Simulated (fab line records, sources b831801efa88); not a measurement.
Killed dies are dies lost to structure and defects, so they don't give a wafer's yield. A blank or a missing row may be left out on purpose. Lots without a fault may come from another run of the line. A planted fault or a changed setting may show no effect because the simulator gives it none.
Tool commonality check | flow sky130 | 10 lots, 30 wafers sampled

WHY IT WAS OPENED
At SKY_POLY_GATE_THK_MEAS_01 the reading POLY_GATE_CVD_00_THK is flagged on 1 of 10 lots. Wafers without a fault read 179.5 nm, standard deviation 1.3.
Rule: a lot is flagged when every wafer of it that has a number lies more than 4 standard deviations from that mean, or none has a number. The other lots count as sound.

lot  | measured     | on            | POLY_GATE_CVD_00_THK (nm), wafer by wafer | flag
L471 | day 14 01:08 | film_metro-02 | 180.7 178.9 178.8                         |
L475 | day 15 15:25 | film_metro-04 | 177.0 178.0 178.0                         |
L477 | day 16 05:55 | film_metro-04 | 126.6 125.5 127.1                         | FLAGGED
L486 | day 19 10:07 | film_metro-04 | 178.4 178.6 180.0                         |
L487 | day 19 21:38 | film_metro-01 | 180.3 179.3 177.8                         |
L488 | day 20 22:23 | film_metro-04 | 178.8 178.1 178.7                         |
L490 | day 20 23:35 | film_metro-02 | 178.1 178.4 179.2                         |
L491 | day 21 07:20 | film_metro-04 | 178.9 179.4 178.8                         |
L492 | day 21 14:58 | film_metro-01 | 180.4 179.1 178.9                         |
L494 | day 21 23:47 | film_metro-04 | 177.5 178.7 178.4                         |
The numbers of the flagged lots are 126.4 nm on average: -53.1 nm against the usual, or -41 standard deviations.

WHICH TOOL RAN EACH LOT
The record holds 1 process step before the reading, out of a route of 708 steps. In each cell: the tool, then ch and the chambers that the sampled wafers went through, then the start.
lot  | flag    | SKY_POLY_GATE_CVD_00
L471 |         | lpcvd-01 ch 0, day 13 23:56
L475 |         | lpcvd-01 ch 1, day 15 14:12
L477 | FLAGGED | lpcvd-01 ch 1, day 16 04:43
L486 |         | lpcvd-01 ch 0, day 19 08:53
L487 |         | lpcvd-01 ch 0, day 19 20:25
L488 |         | lpcvd-01 ch 0, day 20 21:11
L490 |         | lpcvd-01 ch 1, day 20 22:23
L491 |         | lpcvd-01 ch 1, day 21 06:07
L492 |         | lpcvd-01 ch 0, day 21 13:46
L494 |         | lpcvd-01 ch 1, day 21 22:35
What these steps do:
- SKY_POLY_GATE_CVD_00: deposits poly-Si, target thk 180 nm, time 720 s.
- SKY_POLY_GATE_THK_MEAS_01

FLAGGED OVER TOTAL, TOOL BY TOOL (the gauges that took the reading come last)
step                      | tool          | lots run | flagged | share of the flagged lots | sound lots run after its first flagged lot
SKY_POLY_GATE_CVD_00      | lpcvd-01      | 10       | 1       | all                       | 7 (L486,L487,L488,L490,L491,L492,L494)
SKY_POLY_GATE_THK_MEAS_01 | film_metro-01 | 2        | 0       | none                      | -
SKY_POLY_GATE_THK_MEAS_01 | film_metro-02 | 2        | 0       | none                      | -
SKY_POLY_GATE_THK_MEAS_01 | film_metro-04 | 6        | 1       | all                       | 4 (L486,L488,L491,L494)

WHAT THE TABLE ALLOWS
2 rows of the table ran every flagged lot: lpcvd-01 at SKY_POLY_GATE_CVD_00, film_metro-04 at SKY_POLY_GATE_THK_MEAS_01.
- lpcvd-01 at SKY_POLY_GATE_CVD_00: 1 of its 10 lots flagged. Sound lots ran on it after the first flagged one (L486, L487, L488, L490, L491, L492, L494), which a lasting fault on the whole tool wouldn't allow. Its own readings lie more than 4 standard deviations out on every wafer of the flagged lots: pressure_mtorr.
- film_metro-04 at SKY_POLY_GATE_THK_MEAS_01: 1 of its 6 lots flagged. Sound lots ran on it after the first flagged one (L486, L488, L491, L494), which a lasting fault on the whole tool wouldn't allow.
No row of the table ran every flagged lot and no sound lot after the first.

WHAT THE SIMULATOR HAD PUT IN
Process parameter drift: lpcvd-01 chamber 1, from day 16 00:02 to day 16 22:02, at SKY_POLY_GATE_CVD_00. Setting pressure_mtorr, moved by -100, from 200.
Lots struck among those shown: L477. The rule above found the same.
